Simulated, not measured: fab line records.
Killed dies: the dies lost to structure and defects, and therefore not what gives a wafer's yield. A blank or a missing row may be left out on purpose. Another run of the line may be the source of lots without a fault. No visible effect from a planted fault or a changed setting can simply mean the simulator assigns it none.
The tool behind it: which one? || flow gf180mcu || 12 lots with 36 wafers sampled at 3 steps, on a route of 602 steps

WHAT THE GAUGES READ, wafer by wafer
GF_M3_OVL_MEAS_15.
{"lot": "L347", "measured": "day 21 04:03", "on": "overlay-02", "M3_OVL (nm)": "-6 2 -5"}
{"lot": "L350", "measured": "day 22 16:50", "on": "overlay-02", "M3_OVL (nm)": "2 2 6"}
{"lot": "L351", "measured": "day 22 23:29", "on": "overlay-01", "M3_OVL (nm)": "7 3 9"}
{"lot": "L352", "measured": "day 23 12:41", "on": "overlay-02", "M3_OVL (nm)": "-5 -5 -1"}
{"lot": "L353", "measured": "day 23 20:28", "on": "overlay-02", "M3_OVL (nm)": "-6 0 -8"}
{"lot": "L355", "measured": "day 24 09:20", "on": "overlay-02", "M3_OVL (nm)": "3 0 -10"}
{"lot": "L357", "measured": "day 24 23:16", "on": "overlay-01", "M3_OVL (nm)": "-5 -1 2"}
{"lot": "L358", "measured": "day 25 18:33", "on": "overlay-01", "M3_OVL (nm)": "5 1 3"}
{"lot": "L359", "measured": "day 26 00:05", "on": "overlay-02", "M3_OVL (nm)": "0 -3 -3"}
{"lot": "L360", "measured": "day 26 03:43", "on": "overlay-01", "M3_OVL (nm)": "1 1 -9"}
{"lot": "L361", "measured": "day 26 21:47", "on": "overlay-02", "M3_OVL (nm)": "3 -8 -8"}
{"lot": "L369", "measured": "day 29 04:02", "on": "overlay-01", "M3_OVL (nm)": "-3 0 1"}

WHICH TOOL RAN EACH LOT (tool, then ch and the chambers of the sampled wafers, then the start)
{"lot": "L347", "GF_V1_STRIP_18": "plasma_asher-03 ch 0,1, day 17 23:55", "GF_V2_SPUTTER_21": "pvd_sputter-02, day 20 03:19"}
{"lot": "L350", "GF_V1_STRIP_18": "plasma_asher-04 ch 0,1, day 19 12:05", "GF_V2_SPUTTER_21": "pvd_sputter-04, day 21 15:51"}
{"lot": "L351", "GF_V1_STRIP_18": "plasma_asher-03 ch 0,1, day 19 19:17", "GF_V2_SPUTTER_21": "pvd_sputter-01, day 21 22:47"}
{"lot": "L352", "GF_V1_STRIP_18": "plasma_asher-01 ch 0,1, day 20 09:31", "GF_V2_SPUTTER_21": "pvd_sputter-01, day 22 12:08"}
{"lot": "L353", "GF_V1_STRIP_18": "plasma_asher-01 ch 0,1, day 20 16:32", "GF_V2_SPUTTER_21": "pvd_sputter-02, day 22 20:20"}
{"lot": "L355", "GF_V1_STRIP_18": "plasma_asher-01 ch 0,1, day 21 07:28", "GF_V2_SPUTTER_21": "pvd_sputter-02, day 23 10:22"}
{"lot": "L357", "GF_V1_STRIP_18": "plasma_asher-04 ch 0,1, day 21 22:34", "GF_V2_SPUTTER_21": "pvd_sputter-04, day 24 00:11"}
{"lot": "L358", "GF_V1_STRIP_18": "plasma_asher-04 ch 0,1, day 22 18:43", "GF_V2_SPUTTER_21": "pvd_sputter-04, day 24 19:31"}
{"lot": "L359", "GF_V1_STRIP_18": "plasma_asher-03 ch 0,1, day 23 00:04", "GF_V2_SPUTTER_21": "pvd_sputter-04, day 25 01:04"}
{"lot": "L360", "GF_V1_STRIP_18": "plasma_asher-01 ch 0,1, day 23 03:47", "GF_V2_SPUTTER_21": "pvd_sputter-01, day 25 04:56"}
{"lot": "L361", "GF_V1_STRIP_18": "plasma_asher-03 ch 0,1, day 23 23:49", "GF_V2_SPUTTER_21": "pvd_sputter-04, day 26 00:02"}
{"lot": "L369", "GF_V1_STRIP_18": "plasma_asher-03 ch 0,1, day 26 09:53", "GF_V2_SPUTTER_21": "pvd_sputter-04, day 28 05:44"}
- GF_V1_STRIP_18: strips in O2/N2.
- GF_V2_SPUTTER_21: material Ti, target thk 15 nm, time 80.02 s.

WHAT THE TOOLS THEMSELVES READ (means of the sampled wafers that have a number; where no wafer has one, the mark that the record gives instead)
GF_V1_STRIP_18.
{"lot": "L347", "tool": "plasma_asher-03", "drypump_motor_current_A (A)": 6.3, "heater_power_w (W)": 332, "oes_product_au (a.u.)": 0.591}
{"lot": "L350", "tool": "plasma_asher-04", "drypump_motor_current_A (A)": 5.6, "heater_power_w (W)": 288, "oes_product_au (a.u.)": 0.594}
{"lot": "L351", "tool": "plasma_asher-03", "drypump_motor_current_A (A)": 6.5, "heater_power_w (W)": 345, "oes_product_au (a.u.)": 0.591}
{"lot": "L352", "tool": "plasma_asher-01", "drypump_motor_current_A (A)": 5.8, "heater_power_w (W)": 380, "oes_product_au (a.u.)": 0.591}
{"lot": "L353", "tool": "plasma_asher-01", "drypump_motor_current_A (A)": 5.8, "heater_power_w (W)": 377, "oes_product_au (a.u.)": 0.590}
{"lot": "L355", "tool": "plasma_asher-01", "drypump_motor_current_A (A)": 6.1, "heater_power_w (W)": 355, "oes_product_au (a.u.)": 0.595}
{"lot": "L357", "tool": "plasma_asher-04", "drypump_motor_current_A (A)": 5.6, "heater_power_w (W)": 291, "oes_product_au (a.u.)": 0.595}
{"lot": "L358", "tool": "plasma_asher-04", "drypump_motor_current_A (A)": 5.4, "heater_power_w (W)": 306, "oes_product_au (a.u.)": 0.589}
{"lot": "L359", "tool": "plasma_asher-03", "drypump_motor_current_A (A)": 6.3, "heater_power_w (W)": 348, "oes_product_au (a.u.)": 0.593}
{"lot": "L360", "tool": "plasma_asher-01", "drypump_motor_current_A (A)": 5.8, "heater_power_w (W)": 380, "oes_product_au (a.u.)": 0.593}
{"lot": "L361", "tool": "plasma_asher-03", "drypump_motor_current_A (A)": 6.3, "heater_power_w (W)": 347, "oes_product_au (a.u.)": 0.585}
{"lot": "L369", "tool": "plasma_asher-03", "drypump_motor_current_A (A)": 6.3, "heater_power_w (W)": 347, "oes_product_au (a.u.)": 0.592}

GF_V2_SPUTTER_21.
{"lot": "L347", "tool": "pvd_sputter-02", "cathode_dc_power_W (W)": 2499.8, "chamber_pressure_pa (Pa)": 5.004, "throttle_valve_pct (%)": 28.9}
{"lot": "L350", "tool": "pvd_sputter-04", "cathode_dc_power_W (W)": 2499.9, "chamber_pressure_pa (Pa)": 4.994, "throttle_valve_pct (%)": 30.2}
{"lot": "L351", "tool": "pvd_sputter-01", "cathode_dc_power_W (W)": 2499.7, "chamber_pressure_pa (Pa)": 5.004, "throttle_valve_pct (%)": 32.3}
{"lot": "L352", "tool": "pvd_sputter-01", "cathode_dc_power_W (W)": 2500.2, "chamber_pressure_pa (Pa)": 4.991, "throttle_valve_pct (%)": 31.1}
{"lot": "L353", "tool": "pvd_sputter-02", "cathode_dc_power_W (W)": 2500.3, "chamber_pressure_pa (Pa)": 4.997, "throttle_valve_pct (%)": 28.9}
{"lot": "L355", "tool": "pvd_sputter-02", "cathode_dc_power_W (W)": 2499.7, "chamber_pressure_pa (Pa)": 4.999, "throttle_valve_pct (%)": 29.4}
{"lot": "L357", "tool": "pvd_sputter-04", "cathode_dc_power_W (W)": 2499.7, "chamber_pressure_pa (Pa)": 5.007, "throttle_valve_pct (%)": 29.3}
{"lot": "L358", "tool": "pvd_sputter-04", "cathode_dc_power_W (W)": 2499.9, "chamber_pressure_pa (Pa)": 4.994, "throttle_valve_pct (%)": 29.5}
{"lot": "L359", "tool": "pvd_sputter-04", "cathode_dc_power_W (W)": 2500.3, "chamber_pressure_pa (Pa)": 4.869, "throttle_valve_pct (%)": 29.9}
{"lot": "L360", "tool": "pvd_sputter-01", "cathode_dc_power_W (W)": 2500.0, "chamber_pressure_pa (Pa)": 5.010, "throttle_valve_pct (%)": 31.4}
{"lot": "L361", "tool": "pvd_sputter-04", "cathode_dc_power_W (W)": 2500.0, "chamber_pressure_pa (Pa)": 4.883, "throttle_valve_pct (%)": 29.4}
{"lot": "L369", "tool": "pvd_sputter-04", "cathode_dc_power_W (W)": 2500.1, "chamber_pressure_pa (Pa)": 4.992, "throttle_valve_pct (%)": 29.2}

THE ANSWER, worked out from the rows above alone
Rule: the usual values come from the lots themselves. The widest of any qualifying gaps counts: lots, ordered by their means at a reading, are off when they make up no more than a third of the lots, leave a main group of 4 or more, and stand apart from it by 3 or more times the standard deviation of that group's means. The tables above print the reading to a certain number of digits; a main group whose means all agree to those digits is not used. A lot without any number at a reading at which 4 lots or more have one is off too. All remaining lots with rows at the step are treated as sound. Order of review: gauges by route order, followed by the tools' own readings, for which a lot's mean as printed above is used. The first step at which some lot is off is used, and at that step the reading that is off furthest; a lot without a number counts as furthest.
Off: L359, L361 (GF_V2_SPUTTER_21, chamber_pressure_pa). Mean 4.999 Pa and standard deviation 0.0063 in the main group.
A tool fits if, at that step or a process step before it, it ran every lot that is off, and no sound lot after the first of them. No candidate that was tried fits.

WHAT WAS PUT IN BY THE SIMULATOR
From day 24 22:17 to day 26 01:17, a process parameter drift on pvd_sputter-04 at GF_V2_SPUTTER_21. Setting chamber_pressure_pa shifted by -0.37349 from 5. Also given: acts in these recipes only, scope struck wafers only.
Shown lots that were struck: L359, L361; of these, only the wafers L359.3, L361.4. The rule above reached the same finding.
